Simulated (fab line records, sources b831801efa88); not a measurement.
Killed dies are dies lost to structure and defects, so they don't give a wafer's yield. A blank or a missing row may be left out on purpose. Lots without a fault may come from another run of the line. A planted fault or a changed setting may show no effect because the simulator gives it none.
Which tool did it? | flow gf180mcu | 11 lots, 33 wafers sampled, at 5 steps of a route of 602

WHAT THE GAUGES READ, wafer by wafer
GF_V3_BOW_MEAS_05.
lot  | measured     | on            | V3_BOW (um)
L275 | day 22 22:37 | film_metro-03 | 106 117 112
L276 | day 23 15:20 | film_metro-03 | 112 121 122
L278 | day 24 04:33 | film_metro-01 | 117 114 127
L279 | day 24 08:35 | film_metro-03 | 113 112 118
L282 | day 25 11:04 | film_metro-01 | 121 120 130
L286 | day 26 10:23 | film_metro-03 | 121 122 125
L289 | day 27 15:11 | film_metro-03 | 116 116 116
L290 | day 27 18:23 | film_metro-03 | 109 107 115
L291 | day 28 03:14 | film_metro-02 | 116 121 113
L292 | day 28 10:04 | film_metro-01 | 118 120 112
L294 | day 28 21:42 | film_metro-03 | 118 116 106

WHICH TOOL RAN EACH LOT (tool, then ch and the chambers of the sampled wafers, then the start)
lot  | GF_V2_STRIP_18                       | GF_M3_SPUTTER_03             | GF_M3_METAL_ETCH_16               | GF_M3_STRIP_17
L275 | plasma_asher-02 ch 0,1, day 21 20:09 | pvd_sputter-01, day 21 21:31 | rie_metal-02 ch 0,1, day 22 21:24 | plasma_asher-02 ch 0,1, day 22 21:31
L276 | plasma_asher-01 ch 0,1, day 22 13:39 | pvd_sputter-01, day 22 15:01 | rie_metal-04 ch 0,1, day 23 14:05 | plasma_asher-03 ch 0,1, day 23 14:11
L278 | plasma_asher-03 ch 1, day 23 02:20   | pvd_sputter-04, day 23 04:07 | rie_metal-04 ch 1, day 24 03:13   | plasma_asher-04 ch 0,1, day 24 03:24
L279 | plasma_asher-03 ch 0,1, day 23 07:03 | pvd_sputter-04, day 23 08:38 | rie_metal-04 ch 1, day 24 07:17   | plasma_asher-04 ch 0,1, day 24 07:28
L282 | plasma_asher-02 ch 0,1, day 24 11:10 | pvd_sputter-01, day 24 12:34 | rie_metal-04 ch 0,1, day 25 09:51 | plasma_asher-03 ch 0,1, day 25 09:58
L286 | plasma_asher-02 ch 0,1, day 25 11:32 | pvd_sputter-01, day 25 12:55 | rie_metal-02 ch 0,1, day 26 09:10 | plasma_asher-03 ch 0,1, day 26 09:16
L289 | plasma_asher-02 ch 1, day 26 15:22   | pvd_sputter-01, day 26 16:45 | rie_metal-02 ch 1, day 27 13:21   | plasma_asher-03 ch 1, day 27 13:32
L290 | plasma_asher-02 ch 1, day 26 20:02   | pvd_sputter-04, day 26 21:26 | rie_metal-01 ch 0,1, day 27 17:08 | plasma_asher-04 ch 0,1, day 27 17:15
L291 | plasma_asher-01 ch 0,1, day 27 04:34 | pvd_sputter-04, day 27 05:57 | rie_metal-02 ch 0,1, day 28 02:00 | plasma_asher-03 ch 1, day 28 02:07
L292 | plasma_asher-03 ch 0,1, day 27 11:46 | pvd_sputter-01, day 27 13:08 | rie_metal-04 ch 0,1, day 28 08:40 | plasma_asher-04 ch 0,1, day 28 08:47
L294 | plasma_asher-03 ch 0,1, day 27 23:26 | pvd_sputter-03, day 28 00:50 | rie_metal-01 ch 0,1, day 28 20:24 | plasma_asher-03 ch 0,1, day 28 20:31
- GF_V2_STRIP_18: strips in O2/N2.
- GF_M3_SPUTTER_03: material Ti, target thk 10 nm, time 6.7 s.
- GF_M3_METAL_ETCH_16: etches the open film in Cl2/BCl3, stops on SiO2, target depth 627.5 nm, time 104.6 s.
- GF_M3_STRIP_17: strips in O2/N2.

WHAT THE TOOLS THEMSELVES READ (means of the sampled wafers that have a number; where no wafer has one, the mark that the record gives instead)
GF_V2_STRIP_18.
lot  | tool            | drypump_motor_current_A (A) | heater_power_w (W) | oes_product_au (a.u.) | platen_temp_c (C)
L275 | plasma_asher-02 | 6.0                         | 363                | 0.592                 | 249.83
L276 | plasma_asher-01 | 5.6                         | 323                | 0.591                 | 249.77
L278 | plasma_asher-03 | 5.9                         | 356                | 0.593                 | 250.09
L279 | plasma_asher-03 | 5.8                         | 349                | 0.593                 | 250.05
L282 | plasma_asher-02 | 6.1                         | 365                | 0.596                 | 249.83
L286 | plasma_asher-02 | 5.8                         | 361                | 0.596                 | 249.94
L289 | plasma_asher-02 | 5.6                         | 352                | 0.593                 | 250.04
L290 | plasma_asher-02 | 5.6                         | 362                | 0.594                 | 249.79
L291 | plasma_asher-01 | 5.8                         | 328                | 0.594                 | 250.00
L292 | plasma_asher-03 | 5.8                         | 347                | 0.592                 | 250.26
L294 | plasma_asher-03 | 5.8                         | 344                | 0.588                 | 250.12

GF_M3_SPUTTER_03.
lot  | tool           | throttle_valve_pct (%)
L275 | pvd_sputter-01 | 30.1
L276 | pvd_sputter-01 | 29.3
L278 | pvd_sputter-04 | 29.9
L279 | pvd_sputter-04 | 29.1
L282 | pvd_sputter-01 | 30.2
L286 | pvd_sputter-01 | 30.1
L289 | pvd_sputter-01 | 30.3
L290 | pvd_sputter-04 | 31.1
L291 | pvd_sputter-04 | 30.0
L292 | pvd_sputter-01 | 30.2
L294 | pvd_sputter-03 | 30.4

GF_M3_METAL_ETCH_16.
lot  | tool         | bias_w (W) | drypump_motor_current_A (A) | oes_product_au (a.u.) | throttle_valve_pct (%)
L275 | rie_metal-02 | 139.9      | 5.75                        | 0.980                 | 28.246
L276 | rie_metal-04 | 140.0      | 5.60                        | 0.955                 | 28.261
L278 | rie_metal-04 | 139.4      | 5.35                        | 0.966                 | 28.256
L279 | rie_metal-04 | 182.9      | 5.33                        | 0.963                 | 28.262
L282 | rie_metal-04 | 167.6      | 5.47                        | 0.982                 | 28.246
L286 | rie_metal-02 | 139.8      | 5.76                        | 0.973                 | 28.242
L289 | rie_metal-02 | 140.5      | 5.63                        | 0.972                 | 28.244
L290 | rie_metal-01 | 139.7      | 5.74                        | 0.977                 | 28.258
L291 | rie_metal-02 | 140.1      | 5.74                        | 0.965                 | 28.256
L292 | rie_metal-04 | 140.5      | 5.43                        | 0.976                 | 28.248
L294 | rie_metal-01 | 140.0      | 5.86                        | 0.968                 | 28.245

GF_M3_STRIP_17.
lot  | tool            | drypump_motor_current_A (A) | heater_power_w (W) | oes_product_au (a.u.) | platen_temp_c (C) | strip_time_to_endpoint_s (s)
L275 | plasma_asher-02 | 5.8                         | 357                | 0.560                 | 250.09            | 7.93
L276 | plasma_asher-03 | 5.9                         | 353                | 0.554                 | 249.98            | 7.87
L278 | plasma_asher-04 | 5.1                         | 348                | 0.559                 | 249.99            | 7.88
L279 | plasma_asher-04 | 5.1                         | 356                | 0.550                 | 249.84            | 7.70
L282 | plasma_asher-03 | 5.9                         | 347                | 0.554                 | 250.14            | 7.77
L286 | plasma_asher-03 | 5.8                         | 346                | 0.554                 | 249.91            | 7.85
L289 | plasma_asher-03 | 5.9                         | 348                | 0.551                 | 249.87            | 7.84
L290 | plasma_asher-04 | 5.4                         | 368                | 0.556                 | 250.10            | 7.84
L291 | plasma_asher-03 | 5.9                         | 345                | 0.558                 | 250.03            | 7.92
L292 | plasma_asher-04 | 5.4                         | 372                | 0.555                 | 250.07            | 7.85
L294 | plasma_asher-03 | 5.8                         | 343                | 0.558                 | 249.99            | 7.84

THE ANSWER, worked out from the rows above alone
Rule: what is usual is taken from the lots themselves. Put in order of their means at a reading, lots are off if they are a third of the lots or fewer, leave a main group of 4 or more, and stand apart from it by a gap of 3 or more times the standard deviation of the main group's means; of several such gaps the widest counts. A main group whose means are all the same, to the digits that the tables above print for the reading, isn't used. A lot without any number at a reading at which 4 lots or more have one is off too. The other lots that the step has rows for count as sound. The gauges are gone through in route order, then the tools' own readings, and for those a lot's mean is taken as printed above. The first step at which some lot is off is used, and at that step the reading that is off furthest; a lot without a number counts as furthest.
Off: L279, L282, at GF_M3_METAL_ETCH_16 (bias_w). The main group: mean 140.0 W, standard deviation 0.33.
A tool fits if, at that step or a process step before it, it ran every lot that is off, and no sound lot after the first of them. None of those tried fits.

WHAT THE SIMULATOR HAD PUT IN
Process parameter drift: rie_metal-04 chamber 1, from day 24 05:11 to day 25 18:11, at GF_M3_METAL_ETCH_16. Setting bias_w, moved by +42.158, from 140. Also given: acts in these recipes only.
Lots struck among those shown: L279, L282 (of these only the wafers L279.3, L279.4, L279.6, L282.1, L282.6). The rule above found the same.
